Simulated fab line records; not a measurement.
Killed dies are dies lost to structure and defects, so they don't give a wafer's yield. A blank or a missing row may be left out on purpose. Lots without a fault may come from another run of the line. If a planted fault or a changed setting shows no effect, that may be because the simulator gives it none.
Problem report in the 8D (eight disciplines) form, filled by code	flow sky130	the parts of the form that need people (team, actions taken, sign-off) are left out

1. THE PROBLEM
SKY_SD_N_CD_MEAS_07, cd nm: mean 360.6 nm on 2 wafers (1 lot); fault-free wafers 380.5 nm, standard deviation 2.5. That puts it -8.0 standard deviations away from the usual mean.
The step: target cd 380 nm.
Earliest sighting: wafer L238.1 on cd sem-02 at day 32 21:11. At this step, 38 wafers from 13 lots have a number in the record. By rule, "out" or "out of limits" means more than 4 standard deviations away from the usual mean. The other wafers with a number count as sound.

2. WHAT IT IS, WHAT IT ISN'T
question	is	is not
which readings at this step	cd nm	-
which lots	L238	L223, L224, L225, L226, L227, L228, L229, L230, L231, L232, L234, L235
which wafers of those lots	all that have a number	-
read on which gauges	cd sem-02	cd sem-01
when	from day 32 21:11	up to then (36 sound wafers)

3. THE SUSPECTS, EACH WITH WHAT RULES IT OUT
Counting: any tool at a process step up to the reading is kept as a suspect provided that every lot that is out went through it and no sound lot did after the first of them.
- the gauge at SKY_SD_N_CD_MEAS_07: ruled out. All the wafers that are out were read on cd sem-02, but those of them that SKY_SD_N_EXPOSE_04 has rows for are out there too, on other tools.
- iline stepper-02 at SKY_SD_N_EXPOSE_04 (exposes mask NSDM, target cd 380 nm): kept. It ran the lot that is out, L238 (day 32 09:10), and no sound lot after that; its last sound lot up to then is L234 (day 31 12:55). Out on those wafers are its own readings of exposure dose mJ cm2.
The count leaves iline stepper-02 at SKY_SD_N_EXPOSE_04.

4. THE CAUSE (what the simulator had put in)
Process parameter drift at SKY_SD_N_EXPOSE_04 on iline stepper-02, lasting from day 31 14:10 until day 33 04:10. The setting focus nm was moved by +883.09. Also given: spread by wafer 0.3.
After counting, this tool was the only one left.

5. SEQUENCE OF EFFECTS, ordered by route
Each row: a reading where the mean over the struck wafers with a number is more than 3 standard deviations away from the usual. Only readings whose record carries a usual standard deviation are examined. hours: median over the lots of the time between each lot's start at the first step of this table that gives one and its start at this step. sigmas: the change, counted in usual standard deviations.
hours	step	reading	usual	on struck wafers	change	sigmas
0	SKY_SD_N_EXPOSE_04	exposure dose mJ cm2	141.1	142.6	+1.5	+4.2
12	SKY_SD_N_CD_MEAS_07	cd nm	380.5 nm	360.6	-19.9	-8.0
The process steps in it:
- SKY_SD_N_EXPOSE_04: exposes mask NSDM, target cd 380 nm.
At these later measuring or inspecting steps, every struck wafer for which the step has a row has a number for every such reading, and none has moved that far: SKY_LI_CONTACT_OVL_MEAS_13.

6. HOW IT WOULD HAVE BEEN CAUGHT EARLIER
In this record the first reading out of limits at a measuring or inspecting step was taken at day 32 21:11, 31 hours after the fault began at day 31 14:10.
At SKY_SD_N_EXPOSE_04, the tool's own readings (exposure dose mJ cm2) were out on each struck wafer the step has a row for, so an alarm limit on them would have fired on the first such wafer.
Each of the lots that are out, 1 in all, had begun SKY_SD_N_EXPOSE_04 on iline stepper-02 no later than day 32 21:11. Holding the tool at that point would not have protected any of them.
